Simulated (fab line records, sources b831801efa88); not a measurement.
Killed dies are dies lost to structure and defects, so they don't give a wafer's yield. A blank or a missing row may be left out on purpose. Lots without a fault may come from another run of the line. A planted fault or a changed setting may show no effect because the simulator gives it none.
fab line records | flow sky130
record lots=6 wafers=18 last_day=50
route steps=708 shown PWDE@53 NWELL@56 PAD_OPEN@708
lots that met no fault: from a run of the same line without faults
start_h: hours from the record's first day to the start of the lot's first wafer shown | wait_h: hours since the lot's step before | " the same as in the row above | L1.1+2: a row that stands for several wafers | - no value, or no start given | * or withheld: withheld | < > ~ a bound
route shown NAME@n: a module of which the file shows steps, and the number in the route of the first | usual: mean/standard deviation of fault-free wafers | same: alike in all rows | chamber/n: place in a boat | sites: the reading at each site | _std_site: their standard deviation | _edge_site: outer sites' mean less inner sites' | radius_mm: how far each site lies from the wafer's centre | mask NAME#n: copy n | behind: the tool/chamber that last shaped the wafer | hold: why the lot was held/for how many hours/how that ended | device: the transistor (n, p or np) that didn't switch | end of line: the same wafers' tests at the end of the route | a step without rows: its recipe alone | killed: dies lost to structure and defects at the first sort, not the wafer's yield | map: a wafer's dies, x killed, . not, _ none there
set.NAME: the setting as run; set.NAME@STEP: as run at that earlier step | model.NAME: the simulator's own value behind a step, which no gauge read
lots at some steps of the route; a table a step, a row a wafer
services: from which hour (start_h, from the record's first day; less than 0 if before it) a tool's chamber was out of use, for how many hours, and why
## steps
# step SKY_PWDE_IMPLANT_08
# recipe species=B energy_kev=150 dose_cm2=3.518e+12 tilt_deg=withheld
# step SKY_PWDE_STRIP_09
# recipe chemistry=O2/N2 power_w=1400 pressure_mtorr=1500 platen_temp_c=withheld o2_flow_sccm=3000 n2_flow_sccm=300 overash_fraction=0.5
# usual drypump_motor_current_A=5.96/0.27 oes_product_au=0.723/0.0043 strip_time_to_endpoint_s=36.87/0.099
# columns lot.wafer tool chamber start_h wait_h drypump_motor_current_A oes_product_au rf_hours_counter_h strip_time_to_endpoint_s
L631.1 plasma_asher-04 0 85.79 0.2 5.59 0.725 40 36.69
L631.2 " 1 " " 6.18 0.717 40 36.69
L631.5 " 1 " " 6.21 0.727 - 36.82
L644.1 plasma_asher-02 1 140.11 0.1 5.76 0.723 48 37.01
L644.3 " 1 " " 5.74 0.718 - 36.94
L644.5 " 1 " " 5.79 0.720 - 36.95
L646.1 plasma_asher-04 1 152.19 0.1 6.18 0.736 46 36.93
L646.5 " 1 " " 6.16 0.720 - 37.13
L646.6 " 0 " " 5.58 0.734 - 37.06
L647.3 plasma_asher-01 1 164.92 0.1 6.30 0.729 - 36.87
L647.4 " 0 " " 5.94 0.728 - 36.87
L647.6 " 0 " " 5.97 0.722 - 36.75
L651.1 plasma_asher-01 1 184.10 0.1 6.30 0.717 7 36.94
L651.2 " 0 " " 5.98 0.718 7 36.91
L651.3 " 0 " " 6.00 0.727 - 36.71
L654.1 plasma_asher-02 0 204.80 0.1 5.62 0.720 54 36.76
L654.3 " 1 " " 5.79 0.720 - 36.72
L654.5 " 1 " " 5.75 0.725 - 36.77
# step SKY_PWDE_TW_MEAS_10
# usual PWDE_TW=373.0/2.4
# columns lot.wafer tool chamber start_h wait_h PWDE_TW
L631.1 film_metro-01 - 85.89 0.1 375.2
L631.2 " - " " 375.1
L631.5 " - " " 378.8
L644.1 film_metro-04 - 140.27 0.1 370.0
L644.3 " - " " 368.0
L644.5 " - " " 370.3
L646.1 film_metro-03 - 152.29 0.1 371.1
L646.5 " - " " 371.5
L646.6 " - " " 370.0
L647.3 film_metro-04 - 165.01 0.1 371.9
L647.4 " - " " 372.2
L647.6 " - " " 371.2
L651.1 film_metro-03 - 184.20 0.1 372.7
L651.2 " - " " 371.8
L651.3 " - " " 372.2
L654.1 film_metro-01 - 204.90 0.1 376.9
L654.3 " - " " 376.2
L654.5 " - " " 376.8
# step SKY_NWELL_DEHYDRATE_03
# recipe temp_c=200 time_s=60
# step SKY_NWELL_HMDS_04
# recipe prime_time_s=60 prime_temp_c=120
# step SKY_NWELL_COAT_05
# recipe spin_rpm=2000 resist_thk_nm=3000
# step SKY_NWELL_SOFTBAKE_06
# recipe temp_c=110 time_s=withheld
# step SKY_NWELL_EXPOSE_07
# recipe mask_id=NWM na=0.6 source_shape=conventional sigma_outer=0.6 polarization=unpolarized target_cd_nm=840 dose_mj=255
# step SKY_NWELL_PEB_08
# recipe temp_c=115 time_s=withheld
# step SKY_NWELL_DEVELOP_09
# recipe wall_angle_deg=90 developer=TMAH develop_time_s=60 dev_temp_c=23
# step SKY_NWELL_OVL_MEAS_10
# usual NWELL_00_OVL=0.4/1.7
# columns lot.wafer tool chamber start_h wait_h NWELL_00_OVL[nm]
L631.1 overlay-02 - 102.92 - 2.2
L631.2 " - " " 2.1
L631.5 " - " " 1.8
L644.1 overlay-01 - 160.61 - -0.5
L644.3 " - " " -1.2
L644.5 " - " " 0.6
L646.1 overlay-02 - 172.82 - -3.1
L646.5 " - " " -3.0
L646.6 " - " " -2.5
L647.3 overlay-01 - 186.22 - -2.1
L647.4 " - " " -3.3
L647.6 " - " " -2.3
L651.1 overlay-01 - 205.05 - 4.5
L651.2 " - " " 2.0
L651.3 " - " " 2.9
L654.1 overlay-01 - 226.65 - 0.7
L654.3 " - " " 2.2
L654.5 " - " " 2.5
# step SKY_NWELL_IMPLANT_11
# recipe species=P energy_kev=400 dose_cm2=1.9e+13 tilt_deg=withheld
# step SKY_NWELL_IMPLANT_12
# recipe species=P energy_kev=120 dose_cm2=1.3e+12 tilt_deg=withheld
# usual beam_energy_keV=120.00/0.037
# columns lot.wafer tool chamber start_h wait_h beam_energy_keV model.implant.rp_nm
L631.1 implanter-04 0 103.10 0.1 120.02 145.3
L631.2 " 0 " " 120.00 145.3
L631.5 " 0 " " 119.93 145.3
L644.1 implanter-02 0 160.79 0.1 120.00 146.7
L644.3 " 0 " " 119.97 146.7
L644.5 " 0 " " 119.95 146.7
L646.1 implanter-02 0 173.00 0.1 134.21 163.8
L646.5 " 0 " " 134.20 163.8
L646.6 " 0 " " 134.21 163.8
L647.3 implanter-04 0 186.44 0.1 119.96 144.8
L647.4 " 0 " " 120.04 144.8
L647.6 " 0 " " 119.98 144.8
L651.1 implanter-02 0 205.24 0.1 134.18 167.4
L651.2 " 0 " " 134.22 167.4
L651.3 " 0 " " 134.25 167.4
L654.1 implanter-01 0 226.84 0.1 119.98 144.9
L654.3 " 0 " " 120.01 144.9
L654.5 " 0 " " 119.99 144.9
# step SKY_NWELL_IMPLANT_13
# recipe species=P energy_kev=50 dose_cm2=7e+11 tilt_deg=withheld
# step SKY_PAD_OPEN_PROBE_99
# usual killed_at_M0_to_M3=43/7.5 killed_at_M4_up=3.0/1.6 killed_at_contacts=23/5.8 killed_at_front_end=14/4.8 killed_at_other=0.3/0.52 killed_dies=84/9.1 killed_open=47/7.2 killed_short=37/5.8
# same gross_dies=492 killed_at_back_side=0
# columns lot.wafer tool chamber start_h wait_h killed_at_M0_to_M3 killed_at_M4_up killed_at_contacts killed_at_front_end killed_at_other killed_dies killed_open killed_short model.etest.pfet_01v8_lvt.drive_ua_um model.etest.pfet_g5v0d10v5.off_log10_a_um model.etest.pfet_01v8_lvt.off_log10_a_um model.etest.pfet_g5v0d10v5.vt_sat_v model.etest.pfet_16v.vt_v model.etest.pfet_g5v0d10v5.vt_v model.etest.pfet_g5v0d10v5.vt_long_v model.etest.pfet_01v8_lvt.vt_sat_v
L631.1 prober-02 - 1095.55 0.1 37 2 29 11 0 79 43 36 175.4 -12.63 -8.717 -0.6426 -1.12 -0.8311 -0.9454 -0.4359
L631.2 prober-02 - 1095.60 0.1 38 7 26 16 0 87 48 39 174.1 -13.14 -8.78 -0.702 -1.121 -0.8854 -0.9469 -0.433
L631.5 prober-02 - 1095.75 0.2 45 6 16 10 1 78 38 40 177.2 -12.73 -8.83 -0.6546 -1.115 -0.8443 -0.9405 -0.4309
L644.1 prober-01 - 1153.39 0.1 46 4 30 15 0 95 50 45 174.5 -12.56 -8.763 -0.6416 -1.103 -0.8352 -0.9361 -0.4222
L644.3 prober-01 - 1153.49 0.2 31 5 22 13 1 72 39 33 176.8 -12.54 -8.63 -0.6284 -1.101 -0.8273 -0.9346 -0.4231
L644.5 prober-01 - 1153.59 0.2 37 1 26 15 0 79 36 43 178.8 -12.29 -8.615 -0.6014 -1.093 -0.8015 -0.9269 -0.4248
L646.1 prober-01 - 1160.50 0.1 48 3 24 12 0 87 46 41 184.5 -11.13 -7.838 -0.5137 -1.012 -0.7435 -0.8524 -0.3491
L646.5 prober-01 - 1160.70 0.2 41 5 19 11 0 76 38 38 183 -11.54 -7.866 -0.5568 -1.027 -0.787 -0.8648 -0.3517
L646.6 prober-01 - 1160.75 0.2 36 6 14 15 1 72 37 35 180.2 -11.41 -7.929 -0.53 -1.032 -0.749 -0.871 -0.3627
L647.3 prober-02 - 1171.68 0.2 49 4 12 15 0 80 37 43 178.8 -12.85 -8.245 -0.6557 -1.101 -0.8421 -0.9338 -0.4098
L647.4 prober-02 - 1171.73 0.2 53 1 20 23 0 97 55 42 177.2 -13.07 -8.549 -0.6935 -1.107 -0.8739 -0.934 -0.4209
L647.6 prober-02 - 1171.83 0.2 34 4 19 11 0 68 39 29 179.8 -12.79 -8.491 -0.6386 -1.093 -0.8237 -0.9223 -0.4108
L651.1 prober-02 - 1185.48 0.1 29 5 27 14 0 75 37 38 178.9 -12.14 -8.229 -0.5914 -1.042 -0.7865 -0.8831 -0.3901
L651.2 prober-02 - 1185.53 0.1 44 7 17 25 0 93 41 52 179.3 -11.89 -8.378 -0.5473 -1.033 -0.7474 -0.8728 -0.3936
L651.3 prober-02 - 1185.58 0.2 38 1 19 19 0 77 38 39 182.2 -11.89 -8.113 -0.5749 -1.033 -0.7791 -0.8679 -0.3795
L654.1 prober-01 - 1199.49 0.1 37 1 33 19 0 90 54 36 179 -12.52 -8.658 -0.6273 -1.09 -0.8362 -0.9257 -0.4183
L654.3 prober-01 - 1199.59 0.2 33 2 39 20 1 95 47 48 179.3 -12.37 -8.614 -0.6193 -1.09 -0.8338 -0.9175 -0.4204
L654.5 prober-01 - 1199.69 0.2 47 4 38 15 0 104 60 44 175.6 -12.26 -8.622 -0.599 -1.102 -0.8048 -0.9312 -0.4233
# killed by level:class
L631.1 CONTACT:geometric_particle:open=12 VIA1:geometric_particle:open=8 LI_CONTACT:geometric_particle:open=7 METAL1:geometric_particle:short=7 LI_CONTACT:geometric_particle:short=5 CONTACT:geometric_particle:short=5 VIA1:geometric_particle:short=5 VIA2:geometric_particle:open=5
L631.2 VIA1:geometric_particle:open=11 CONTACT:geometric_particle:open=9 CONTACT:geometric_particle:short=9 POLY_GATE:geometric_particle:open=6 METAL2:geometric_particle:short=6 VIA2:geometric_particle:open=6 METAL4:geometric_particle:short=5 VIA1:geometric_particle:short=4
L631.5 VIA1:geometric_particle:open=11 METAL2:geometric_particle:short=8 CONTACT:geometric_particle:open=7 METAL1:geometric_particle:short=6 VIA3:geometric_particle:open=6 LOCAL_INTERCONNECT:geometric_particle:short=4 VIA1:geometric_particle:short=4 METAL4:geometric_particle:short=4
L644.1 VIA3:geometric_particle:open=8 LI_CONTACT:geometric_particle:open=8 CONTACT:geometric_particle:short=7 CONTACT:geometric_particle:open=7 METAL1:geometric_particle:short=7 METAL2:geometric_particle:short=6 VIA2:geometric_particle:open=6 FIELD_ISO:geometric_particle:short=5
L644.3 VIA2:geometric_particle:open=8 VIA1:geometric_particle:open=7 LI_CONTACT:geometric_particle:short=7 VIA3:geometric_particle:open=6 LI_CONTACT:geometric_particle:open=5 LOCAL_INTERCONNECT:geometric_particle:short=5 FIELD_ISO:geometric_particle:short=3 POLY_GATE:geometric_particle:open=3
L644.5 VIA2:geometric_particle:open=9 FIELD_ISO:geometric_particle:short=7 CONTACT:geometric_particle:short=7 VIA1:geometric_particle:open=6 LOCAL_INTERCONNECT:geometric_particle:short=6 CONTACT:geometric_particle:open=6 LI_CONTACT:geometric_particle:open=4 METAL2:geometric_particle:short=4
L646.1 VIA1:geometric_particle:open=12 VIA2:geometric_particle:short=8 METAL2:geometric_particle:short=7 LI_CONTACT:geometric_particle:open=7 VIA3:geometric_particle:open=7 CONTACT:geometric_particle:short=6 CONTACT:geometric_particle:open=6 FIELD_ISO:geometric_particle:short=3
L646.5 VIA1:geometric_particle:open=11 LI_CONTACT:geometric_particle:open=7 VIA1:geometric_particle:short=7 CONTACT:geometric_particle:open=6 METAL2:geometric_particle:short=6 VIA2:geometric_particle:short=6 CONTACT:geometric_particle:short=3 METAL1:geometric_particle:short=3
L646.6 VIA1:geometric_particle:open=9 VIA2:geometric_particle:open=7 CONTACT:geometric_particle:open=5 METAL3:geometric_particle:short=5 FIELD_ISO:geometric_particle:short=4 POLY_GATE:geometric_particle:open=4 VIA1:geometric_particle:short=4 METAL2:geometric_particle:short=4
L647.3 VIA1:geometric_particle:short=14 VIA1:geometric_particle:open=10 FIELD_ISO:geometric_particle:open=5 METAL1:geometric_particle:short=5 VIA2:geometric_particle:open=5 CONTACT:geometric_particle:open=5 FIELD_ISO:geometric_particle:short=4 VIA3:geometric_particle:open=4
L647.4 VIA1:geometric_particle:open=14 FIELD_ISO:geometric_particle:short=9 FIELD_ISO:geometric_particle:open=8 VIA3:geometric_particle:open=8 VIA1:geometric_particle:short=7 CONTACT:geometric_particle:open=6 METAL2:geometric_particle:short=5 LI_CONTACT:geometric_particle:open=5
L647.6 VIA1:geometric_particle:open=8 METAL1:geometric_particle:short=7 CONTACT:geometric_particle:open=6 LI_CONTACT:geometric_particle:open=6 VIA2:geometric_particle:open=5 CONTACT:geometric_particle:short=3 VIA3:geometric_particle:open=3 FIELD_ISO:geometric_particle:open=2
L651.1 CONTACT:geometric_particle:open=9 LOCAL_INTERCONNECT:geometric_particle:short=8 VIA1:geometric_particle:open=6 POLY_GATE:geometric_particle:open=5 VIA3:geometric_particle:open=5 LI_CONTACT:geometric_particle:open=4 CONTACT:geometric_particle:short=4 METAL1:geometric_particle:short=4
L651.2 VIA1:geometric_particle:open=12 VIA1:geometric_particle:short=8 FIELD_ISO:geometric_particle:short=7 CONTACT:geometric_particle:short=7 METAL2:geometric_particle:short=7 POLY_GATE:geometric_particle:short=6 POLY_GATE:geometric_particle:open=5 CONTACT:geometric_particle:open=5
L651.3 POLY_GATE:geometric_particle:open=6 VIA1:geometric_particle:open=6 VIA3:geometric_particle:open=6 LI_CONTACT:geometric_particle:open=5 LOCAL_INTERCONNECT:geometric_particle:short=5 METAL2:geometric_particle:short=5 METAL1:geometric_particle:short=5 METAL3:geometric_particle:short=5
L654.1 CONTACT:geometric_particle:open=12 VIA1:geometric_particle:open=11 LI_CONTACT:geometric_particle:open=10 CONTACT:geometric_particle:short=8 VIA3:geometric_particle:open=5 FIELD_ISO:geometric_particle:short=4 POLY_GATE:geometric_particle:open=4 SPACER:geometric_particle:short=4
L654.3 CONTACT:geometric_particle:open=12 CONTACT:geometric_particle:short=10 LI_CONTACT:geometric_particle:open=9 VIA1:geometric_particle:open=9 FIELD_ISO:geometric_particle:open=5 POLY_GATE:geometric_particle:open=5 METAL1:geometric_particle:short=5 FIELD_ISO:geometric_particle:short=4
L654.5 CONTACT:geometric_particle:open=17 VIA1:geometric_particle:open=12 LI_CONTACT:geometric_particle:open=11 METAL2:geometric_particle:short=7 METAL1:geometric_particle:short=5 VIA2:geometric_particle:open=5 FIELD_ISO:geometric_particle:open=4 FIELD_ISO:geometric_particle:short=4
## services
# columns tool chamber start_h hours kind
plasma_asher-02 - 84.67 2.2 repair
plasma_asher-01 - 108.75 9.0 pm
plasma_asher-01 0 108.75 9.0 vent_cycle
plasma_asher-01 1 108.75 9.0 vent_cycle
plasma_asher-01 0 117.75 - clean
plasma_asher-01 1 117.75 - clean
implanter-04 - 140.85 4.4 pm
implanter-01 - 150.70 2.6 repair
implanter-02 - 157.05 2.3 repair
implanter-02 - 174.08 2.7 repair
implanter-04 - 188.09 1.7 repair
implanter-02 - 195.38 3.5 repair
plasma_asher-01 - 212.78 2.8 pm
implanter-04 - 213.48 1.5 repair
## key
first_sign step=SKY_NWELL_IMPLANT_12 reading=beam_energy_keV direction=up sigmas=99+ usual=* struck=*
effect none on later readings
model_effect step=SKY_NWELL_IMPLANT_12 value=implant.rp_nm without=147.4 struck=165.6
model_effect step=SKY_PAD_OPEN_PROBE_99 value=etest.pfet_01v8_lvt.drive_ua_um without=176.3 struck=181.3
met_at SKY_NWELL_IMPLANT_12
struck_wafers L646.1,L646.5,L646.6,L651.1,L651.2,L651.3
tester_left_out L646,L651
onset_between 160.79 173.00
fault kind=process_parameter_drift tool=implanter-02 chamber=- onset_h=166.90 steps=SKY_NWELL_IMPLANT_12 channel=energy_kev offset=* shape=step end_h=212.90 acts_in=* stated=*
# tester_left_out: of these lots the tester's yield and bins aren't shown, on N5 and GAA mostly nor the transistor test; their killed dies are dies lost to structure and defects alone, not to doping, threshold or leakage, so they don't give the yield
